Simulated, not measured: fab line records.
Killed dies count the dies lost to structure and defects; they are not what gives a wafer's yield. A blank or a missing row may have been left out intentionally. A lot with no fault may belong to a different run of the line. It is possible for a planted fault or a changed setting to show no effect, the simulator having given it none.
Problem report in the 8D (eight disciplines) form, filled by code || flow gf180mcu || the parts of the form that need people (team, actions taken, sign-off) are left out

== 1. PROBLEM STATEMENT ==
Mean MIM_ALCU_RS at GF_MIM_RS_MEAS_10: 0.0897 ohm/sq over 2 wafers in 2 lots; fault-free wafers: 0.1607 ohm/sq, standard deviation 0.0017. Relative to the usual mean, that is a shift of -42 standard deviations.
The step: measures by four-point-probe.
First seen on wafer L441.2, day 29 13:32, on film-metro-02. The record has a number at this step for 33 wafers belonging to 11 lots. The rule behind "out" and "out of limits": a value lying over 4 standard deviations away from the usual mean. The other wafers with a number count as sound.

== 2. WHAT IT IS; WHAT IT IS NOT ==
{"question": "which readings at this step", "is": "MIM_ALCU_RS", "is not": "-"}
{"question": "which lots", "is": "L441, L443", "is not": "L426, L427, L430, L433, L434, L436, L438, L440, L449"}
{"question": "which wafers of those lots", "is": "L441.2, L443.2", "is not": "L441.5, L441.6, L443.5, L443.6"}
{"question": "read on which gauges", "is": "film-metro-02, film-metro-03", "is not": "film-metro-04"}
{"question": "when", "is": "from day 29 13:32", "is not": "up to then (26 sound wafers); but 5 sound wafers of L443, L449 came after"}

== 3. THE SUSPECTS, EACH WITH WHAT RULES IT OUT ==
Counting: any tool at a process step up to the reading remains a suspect provided it ran every lot that is out. Sound lots after the first of them don't rule it out here, since some wafers of a struck lot are sound.
- the gauge at GF_MIM_RS_MEAS_10: ruled out. The wafers that are out were read on 2 gauges (film-metro-02, film-metro-03).
- pvd-sputter-02 at GF_MIM_SPUTTER_02 (material AlCu, target thk 450 nm, time 23.9 s): kept. Ran every lot that is out, first one L441 (day 29 13:14); last sound lot up to then L440 (day 29 04:17).
- pvd-sputter-01 at GF_MIM_SPUTTER_08 (material AlCu, target thk 200 nm, time 10.6 s): kept. Ran every lot that is out, first one L441 (day 29 13:28); last sound lot up to then L438 (day 28 15:44).
Remaining after the count are pvd-sputter-02 at GF_MIM_SPUTTER_02 and pvd-sputter-01 at GF_MIM_SPUTTER_08.

== 4. THE CAUSE (what the simulator had put in) ==
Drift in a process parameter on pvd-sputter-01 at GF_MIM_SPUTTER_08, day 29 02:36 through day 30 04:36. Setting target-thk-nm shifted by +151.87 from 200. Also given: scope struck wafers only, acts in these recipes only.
After counting, 2 suspects remain, this tool included.

== 5. THE EFFECT CHAIN, in route order ==
One row per reading whose mean, taken over the struck wafers that have a number, lies over 3 standard deviations from the usual. Scope: only readings with a usual standard deviation given in the record; hours: median across lots of the time from each lot's start at the first step in this table that gives one to its start at this step; sigmas: change in usual standard deviations.
{"hours": 0, "step": "GF_MIM_RS_MEAS_10", "reading": "MIM_ALCU_RS", "usual": "0.1607 ohm/sq", "on struck wafers": 0.0897, "change": -0.0710, "sigmas": -42}
{"hours": 0, "step": "GF_MIM_THK_MEAS_11", "reading": "MIM_ALCU_THK", "usual": "198.8 nm", "on struck wafers": 351.8, "change": "+153.0", "sigmas": "+61"}
{"hours": 19, "step": "GF_MIM_METAL_ETCH_19", "reading": "oes-product-au", "usual": "0.941 a.u.", "on struck wafers": 0.998, "change": "+0.057", "sigmas": "+9.4"}
{"hours": 19, "step": "GF_MIM_METAL_ETCH_19", "reading": "throttle-valve-pct", "usual": "28.285 %", "on struck wafers": 28.220, "change": -0.065, "sigmas": -6.5}
It contains these process steps:
- GF_MIM_METAL_ETCH_19: etches the open film in Cl2/BCl3, stops on Si3N4, target depth 324.5 nm, time 54.1 s.

== 6. WHAT WOULD HAVE CAUGHT IT SOONER ==
In this record the first reading out of limits at a measuring or inspecting step was taken at day 29 13:32, 11 hours after the fault began at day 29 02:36.
Tool readings at GF_MIM_SPUTTER_08 with a usual standard deviation given in the record: none out on any struck wafer, hence no alarm at a limit of 4 standard deviations on them.
Of the lots that are out (2), L443 began GF_MIM_SPUTTER_08 on pvd-sputter-01 after day 29 13:32. A tool hold placed at that time would have kept it from harm.
